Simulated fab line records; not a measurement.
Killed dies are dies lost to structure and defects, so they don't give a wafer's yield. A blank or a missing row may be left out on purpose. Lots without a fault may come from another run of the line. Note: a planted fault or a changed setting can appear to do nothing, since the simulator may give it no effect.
2 desks looking at one fault | flow gf180mcu | every desk sees just its own numbers, and what lay behind them comes last

== THE METROLOGY DESK ==
What the gauges read, lot by lot, whatever tool the lot ran on: means of the sampled wafers that have a number. Any lot whose mean is over 4 standard deviations away from the usual mean is out of limits and marked OUT; that distance is given in the brackets.
Columns: A = MIM_CVD_05_THK at GF_MIM_THK_MEAS_06, usual 42.0 nm
lot  | first seen here | A
L724 | day 24 17:34    | 42.4
L725 | day 25 00:39    | 42.2
L726 | day 25 02:37    | 41.5
L727 | day 25 17:26    | 41.9
L728 | day 25 19:15    | 42.0
L729 | day 26 07:23    | 41.9
L730 | day 26 16:25    | 42.0
L732 | day 27 05:54    | 42.0
L738 | day 28 21:46    | 34.1 (-17) OUT
L741 | day 29 18:11    | 42.0
L742 | day 29 23:14    | 33.9 (-17) OUT
L744 | day 30 13:46    | 41.9
L746 | day 31 02:27    | 42.3
Per this desk, out of limits: L738, L742; the first was L738, day 28 21:46 (MIM_CVD_05_THK at GF_MIM_THK_MEAS_06). L724, L725, L726, L727, L728, L729, L730, L732, L741, L744, L746 stayed within limits.

== DESK OF THE TOOL OWNER: pecvd-02 ==
The tool's own readings at GF_MIM_CVD_05 (deposits Si3N4, target thk 42 nm, time 29.086 s): means of the sampled wafers that have a number, for each lot that ran on this tool. Any lot whose mean is over 4 standard deviations away from the usual mean is out of limits and marked OUT; that distance is given in the brackets.
Columns: A = heater-power-w at GF_MIM_CVD_05, usual 651 W
lot  | first seen here | A
L727 | day 25 17:23    | 599
L732 | day 27 05:52    | 597
L738 | day 28 21:44    | 598
L742 | day 29 23:12    | 626
Result from this desk: across the 4 lots, nothing is out of limits.

== PUT TOGETHER ==
L738, L742 would have let the metrology desk raise an alarm at day 28 21:46.
The tool owner's desk saw nothing out of limits.
The tool owner's desk has L738, L742 on record, within its limits.
GF_MIM_CVD_05 was run on pecvd-02 by each of the lots named.

== WHAT THE SIMULATOR PUT IN ==
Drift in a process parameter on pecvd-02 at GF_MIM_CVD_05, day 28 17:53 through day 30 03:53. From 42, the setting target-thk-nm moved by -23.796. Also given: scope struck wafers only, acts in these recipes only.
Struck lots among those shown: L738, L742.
Per desk, hours elapsed from the start of the fault to the first reading out of limits: for the metrology desk, 4.
